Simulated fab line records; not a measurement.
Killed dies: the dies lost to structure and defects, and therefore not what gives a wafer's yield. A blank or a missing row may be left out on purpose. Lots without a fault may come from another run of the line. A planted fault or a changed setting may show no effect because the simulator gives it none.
What tool caused it? + flow gf180mcu + at 1 step of a route of 602, 6 lots with 18 wafers sampled

WHAT THE GAUGES READ, wafer by wafer
GF_PSD_RS_MEAS_14: a four-point-probe measurement.
| lot  | measured     | on            | NSD_RS (ohm/sq)   |
|------|--------------|---------------|-------------------|
| L782 | day 15 03:28 | film_metro-03 | 46.10 46.15 45.99 |
| L785 | day 15 22:32 | film_metro-02 | 46.12 46.11 46.01 |
| L787 | day 16 16:50 | film_metro-01 | 46.02 46.02 46.00 |
| L792 | day 18 10:53 | film_metro-01 | 46.05 46.06 46.19 |
| L795 | day 19 07:24 | film_metro-01 | 46.10 46.17 46.16 |
| L801 | day 21 13:56 | film_metro-02 | 46.02 46.01 45.90 |

WHAT TOOL EACH LOT RAN ON (gives the tool, then ch and the chambers of the sampled wafers, and finally the start)
No process step before these readings appears in the record.

THE ANSWER, worked out from the rows above alone
Rule: the lots themselves supply what counts as usual. The widest of any qualifying gaps counts: lots, ordered by their means at a reading, are off when they make up no more than a third of the lots, leave a main group of 4 or more, and stand apart from it by 3 or more times the standard deviation of that group's means. A main group is skipped when, at the precision printed for the reading in the tables above, its means are all equal. Also off: a lot with no number at a reading for which 4 or more lots have one. Where the step has rows for the other lots, those lots are counted as sound.
No lot is off at any reading shown: from this, nothing can be told.

WHAT THE SIMULATOR HAD INSERTED
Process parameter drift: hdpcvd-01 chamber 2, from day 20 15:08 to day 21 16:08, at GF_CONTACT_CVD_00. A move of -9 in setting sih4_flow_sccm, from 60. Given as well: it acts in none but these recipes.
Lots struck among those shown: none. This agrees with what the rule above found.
